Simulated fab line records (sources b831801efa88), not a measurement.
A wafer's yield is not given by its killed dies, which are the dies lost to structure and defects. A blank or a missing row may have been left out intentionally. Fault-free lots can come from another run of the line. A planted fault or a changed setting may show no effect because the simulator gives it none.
A struck lot beside a sound one	flow sky130	16 steps out of a route of 708
Sound: wafers L328.1, L328.3, L328.4. Struck: wafer L333.5 (L333.1, L333.2, from the same lot, were not struck and are left out); the cause is given at the end.
Per side, at each step with rows, come the tool, then ch with its chambers, and then its first start. Under that, the readings that differ: sound wafers	struck wafers	difference of the means	sigmas: that difference in standard deviations of wafers without a fault.
alike: words and numbers the same on both sides, and readings whose means are apart by under 2 such deviations; not compared: readings that were withheld, readings missing a value for some wafer, numbers with overlapping values and no deviation given by the record, and bounds like >300 which may hide the same value.
Wherever a step has rows on one side only, a row that says differs or no value, or a row with sigmas, the two part there. Numbers that have no deviation but don't overlap get no sigmas and don't part them. A reading missing from all wafers of one side parts the sides only when that side holds two or more wafers.

SKY_METAL5_SPUTTER_03: material Ti, target thk 5 nm, time 3.3 s.
  sound: pvd-sputter-01 at day 44 21:44; struck: pvd-sputter-01 at day 45 23:45
  alike: throttle-valve-pct
SKY_METAL5_SPUTTER_04: material TiN, target thk 70 nm, time 58.3 s.
  sound: pvd-sputter-01 at day 44 21:46; struck: pvd-sputter-01 at day 45 23:46
  alike: throttle-valve-pct
SKY_METAL5_RS_MEAS_05: the measuring method here is four-point-probe.
  sound: film-metro-04 at day 44 21:49; struck: film-metro-03 at day 45 23:49
  alike: METAL5_ALCU_RS
SKY_METAL5_THK_MEAS_06: measures by xrf.
  sound: film-metro-04 at day 44 21:56; struck: film-metro-03 at day 45 23:56
  alike: METAL5_ALCU_THK
then, 7 steps without rows for these wafers: SKY_METAL5_DEHYDRATE_07 (time 60 s); SKY_METAL5_HMDS_08 (prime time 60 s); SKY_METAL5_COAT_09 (resist thk 1800 nm); SKY_METAL5_SOFTBAKE_10 (time 60 s); SKY_METAL5_EXPOSE_11 (exposes mask MM5, target cd 1600 nm); SKY_METAL5_PEB_12; SKY_METAL5_DEVELOP_13 (develop time 60 s).
SKY_METAL5_DESCUM_14: chemistry O2, time 11 s.
  sound on rie-metal-01 ch 0,1, day 45 18:21; struck on rie-metal-03 ch 0, day 46 20:33
  alike: drypump-motor-current-A, oes-product-au
  not compared: rf-hours-counter-h
SKY_METAL5_METAL_ETCH_15: etches the open film in Cl2/BCl3, stops on SiO2, target depth 1260 nm, time 252 s.
  sound on rie-metal-01 ch 0,1, day 45 18:23; struck on rie-metal-03 ch 0, day 46 20:35
reading	sound	struck	difference	sigmas
oes-product-au (a.u.)	0.892 0.889 0.893	0.784	-0.107	-23
model.METAL5.feature-depth-nm (nm)	1257 1254 1254	986	-269	
model.etch.depth-nm (nm)	1257 1254 1254	986	-269	
model.NOVOLAK_of_METAL5_COAT_09.thk-nm (nm)	1043 1038 1043	1307	+266	
  alike: drypump-motor-current-A, throttle-valve-pct
  not compared: rf-hours-counter-h
SKY_METAL5_STRIP_16: strips in O2/N2.
  sound on plasma-asher-04 ch 0,1, day 45 18:37; struck on plasma-asher-01 ch 1, day 46 20:49
reading	sound	struck	difference	sigmas
strip-time-to-endpoint-s (s)	13.15 13.10 13.18	16.17	+3.03	+32
  alike: drypump-motor-current-A, oes-product-au
  not compared: rf-hours-counter-h
then, 1 step without rows for these wafers: SKY_METAL5_STRIP_17 (strips in post etch residue remover, time 1200 s).
SKY_PAD_OPEN_PROBE_99:
  sound: prober-01 at day 47 15:28; struck: prober-01 at day 48 15:13
reading	sound	struck	difference	sigmas
defect-limited-yield (%)	84.6 81.1 85.4	0	-84	-46
killed_at_M4_up	1 4 2	415	+413	+99 or more
killed-dies	76 93 72	492	+412	+45
killed-on-rim	19 14 11	96	+81	+23
sort_bin_5_function (%)	8.9 10.4 8.9	91.9	+82.5	+59
sort-n-pass	416 399 420	0	-412	-45
sort-yield-pct (%)	84.6 81.1 85.4	0	-84	-46
  alike: killed_at_M0_to_M3, killed-at-contacts, killed-at-front-end, killed-at-other, killed-open, killed-short, sort_bin_3_pad_short, sort_bin_6_memory

WHERE THEY PART
First at SKY_METAL5_METAL_ETCH_15; last, within this record, at SKY_PAD_OPEN_PROBE_99.

WHY: what had been put in by the simulator
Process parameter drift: rie-metal-03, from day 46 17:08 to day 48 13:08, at SKY_METAL5_METAL_ETCH_15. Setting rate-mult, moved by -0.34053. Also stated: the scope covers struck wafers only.
